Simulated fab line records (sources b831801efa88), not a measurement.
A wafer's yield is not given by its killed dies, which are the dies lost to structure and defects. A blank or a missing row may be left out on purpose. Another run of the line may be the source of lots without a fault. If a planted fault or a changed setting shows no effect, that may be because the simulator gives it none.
Problem report in the 8D (eight disciplines) form, filled by code :: flow gf180mcu :: the parts of the form that need people (team, actions taken, sign-off) are left out

== 1. THE ISSUE ==
exposure dose mJ cm2 at GF_M5_EXPOSE_04 reads a mean of 27.12 on 12 wafers of 4 lots; wafers without a fault read 28.08 with a standard deviation of 0.11. Relative to the usual mean, that is a shift of -8.7 standard deviations.
The step: exposes mask Metal5, target cd 280 nm.
First observed at day 26 17:04: wafer L257.1, on krf scanner-02. The record holds 36 wafers of 12 lots with a number at this step. The rule behind "out" and "out of limits": a value lying over 4 standard deviations away from the usual mean. All remaining wafers that have a number are taken as sound.

== 2. WHAT IT IS AND WHAT IT IS NOT ==
question: which readings at this step
is: exposure dose mJ cm2
is not: -

question: which lots
is: L257, L258, L262, L265
is not: L254, L255, L256, L267, L269, L271, L272, L273

question: which wafers of those lots
is: all that have a number
is not: -

question: read on which tools
is: krf scanner-02
is not: krf scanner-01

question: when
is: from day 26 17:04
is not: up to then (9 sound wafers); but 15 sound wafers of L267, L269, L271, L272, L273 came after

== 3. SUSPECTS, AND WHAT RULES EACH OUT ==
Counting: a tool at a process step up to the reading stays a suspect if it ran every lot that is out and no sound lot after the first of them.
- krf scanner-02 at GF_M5_EXPOSE_04 (exposes mask Metal5, target cd 280 nm): kept. It processed each lot that is out, first L257 at day 26 17:04, and no sound lot thereafter; up to then, the last sound lot it processed was L256 at day 26 12:04. Out on those wafers are its own readings of exposure dose mJ cm2.
The count leaves krf scanner-02 at GF_M5_EXPOSE_04.

== 4. THE CAUSE (what the simulator had put in) ==
Process parameters drifting: krf scanner-02 at GF_M5_EXPOSE_04, beginning at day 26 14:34. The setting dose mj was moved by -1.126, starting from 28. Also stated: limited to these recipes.
Counting left only this tool.

== 5. THE CHAIN OF EFFECTS, in route order ==
One row per reading whose mean, taken over the struck wafers that have a number, lies over 3 standard deviations from the usual. Readings are gone through only where the record gives a usual standard deviation; hours: the median, over the lots, of the time from a lot's start at the first step in this table giving one to that lot's start at this step; sigmas: the change measured in usual standard deviations.
hours: 0
step: GF_M5_EXPOSE_04
reading: exposure dose mJ cm2
usual: 28.08
on struck wafers: 27.12
change: -0.96
sigmas: -8.7
Its process steps:
- GF_M5_EXPOSE_04: exposes mask Metal5, target cd 280 nm.

== 6. WHAT WOULD HAVE CAUGHT IT SOONER ==
2 hours passed between the start of the fault at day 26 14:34 and the first reading out of limits in this record, taken at day 26 17:04.
